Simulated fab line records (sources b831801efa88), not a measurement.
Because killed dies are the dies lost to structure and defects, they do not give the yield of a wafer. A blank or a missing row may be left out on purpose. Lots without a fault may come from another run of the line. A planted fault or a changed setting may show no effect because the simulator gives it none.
A struck lot beside a sound one || flow sky130 || 14 steps out of a route of 708
Sound: wafers L725.2, L725.5, L725.6. Struck: wafers L737.1, L737.3, L737.4. The cause is given at the end.
For every step that has rows: the tool of each side, followed by ch and its chambers, followed by its first start. Under that, the readings that differ: sound wafers || struck wafers || difference of the means || sigmas: that difference in standard deviations of wafers without a fault.
alike: readings with means less than 2 such deviations apart, plus words and numbers identical on both sides. not compared: withheld readings, readings lacking a value on some wafer, bounds such as >300 that could conceal the same value, and numbers that have no deviation in the record and whose values overlap.
The two part at a step that has a row with sigmas, a row that says differs or no value, or rows on one side only. Numbers that don't overlap but have no deviation are shown without sigmas and don't part them. A reading missing from all wafers of one side parts the sides only when that side holds two or more wafers.

first, 4 steps without rows for these wafers: SKY_RES_XHIGH_EXPOSE_04 (exposes mask URPM, target cd 1270 nm); SKY_RES_XHIGH_PEB_05; SKY_RES_XHIGH_DEVELOP_06 (develop time 60 s); SKY_RES_XHIGH_IMPLANT_07.
SKY_RES_XHIGH_STRIP_08: strips in O2/N2.
  sound on plasmaAsher-04 ch 0,1, day 27 11:47; struck on plasmaAsher-03 ch 0,1, day 32 17:44
  alike: drypumpMotorCurrentA, oesProductAu, stripTimeToEndpointS
  not compared: rfHoursCounterH
SKY_RES_XHIGH_TW_MEAS_09:
  sound on filmMetro-03, day 27 11:53; struck on filmMetro-01, day 32 17:50
  alike: RES_XHIGH_TW
then, 6 steps without rows for these wafers: SKY_SD_N_DEHYDRATE_00 (time 60 s); SKY_SD_N_HMDS_01 (prime time 60 s); SKY_SD_N_COAT_02 (resist thk 1140 nm); SKY_SD_N_SOFTBAKE_03 (time 60 s); SKY_SD_N_EXPOSE_04 (exposes mask NSDM, target cd 380 nm); SKY_SD_N_PEB_05.
SKY_SD_N_DEVELOP_06: develop time 60 s.
  sound on lithoTrack-02 ch 0, day 28 15:57; struck on lithoTrack-04 ch 0, day 33 20:17
SKY_SD_N_CD_MEAS_07 targets a cd of 380 nm.
  sound on cdSem-02, day 28 16:05; struck on cdSem-01, day 33 20:43
{"reading": "cdNm (nm)", "sound": "378.7 379.3 376.6", "struck": "263.3 262.5 259.3", "difference": -116.5, "sigmas": -51}
  not compared: hold

WHERE THEY PART
At SKY_SD_N_CD_MEAS_07 and nowhere else, as far as this record goes.

WHY: whatever the simulator had introduced
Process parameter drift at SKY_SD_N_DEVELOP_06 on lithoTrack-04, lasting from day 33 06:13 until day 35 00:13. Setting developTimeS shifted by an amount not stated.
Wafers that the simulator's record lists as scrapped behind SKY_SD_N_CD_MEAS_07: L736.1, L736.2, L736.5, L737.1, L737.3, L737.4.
